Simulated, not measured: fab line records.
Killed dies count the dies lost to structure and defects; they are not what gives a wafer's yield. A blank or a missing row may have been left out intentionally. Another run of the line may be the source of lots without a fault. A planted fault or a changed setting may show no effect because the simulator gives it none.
Matching of chambers | flow sky130 | SKY_LI_CONTACT_HDPCVD_00 on hdpcvd-02 has 3 sister chambers
The step deposits PSG, target thk 930 nm, time 155 s. 6 wafers are shown with their chamber, then 7 later ones without.

## WAFERS, EACH WITH ITS CHAMBER
wafer  | chamber | pressureMtorr (mTorr)
L992.1 | 2       | 5.999
L996.2 | 1       | 6.007
L996.3 | 2       | 5.988
L996.6 | 0       | 6.005
L101.4 | 1       | 5.992
L101.5 | 0       | 5.995

## WAFERS MISSING THEIR CHAMBER
wafer  | pressureMtorr (mTorr)
L101.6 | 5.995
L102.3 | 5.991
L102.4 | 5.977
L102.5 | 6.004
L103.2 | 6.006
L103.3 | 5.986
L103.4 | 6.005

## WHICH CHAMBER EACH WENT THROUGH
wafer  | from the rows above          | in truth
L101.6 | can't be placed: 2 or 1 or 0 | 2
L102.3 | can't be placed: 2 or 1 or 0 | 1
L102.4 | can't be placed: 2 or 1 or 0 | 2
L102.5 | can't be placed: 0 or 1 or 2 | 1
L103.2 | can't be placed: 0 or 1 or 2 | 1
L103.3 | can't be placed: 2 or 1 or 0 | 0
L103.4 | can't be placed: 0 or 1 or 2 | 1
0 of 7 placed correctly. These rows do not allow placing 7 (true chamber among the candidates in 7). Number placed wrongly: 0.
How it was worked out, from the rows above alone: a wafer's distance from a chamber is the root of the sum, over the readings, of the square of ((its reading less the chamber's mean) divided by the reading's scatter). If the next closest chamber is less than 2 further off than the closest, the wafer can't be placed; otherwise it belongs to the closest. A chamber's mean is the mean of its shown wafers. The scatter: take each reading less its chamber's mean, square it, sum over the shown wafers, divide by the number of wafers less the number of chambers, and take the root.
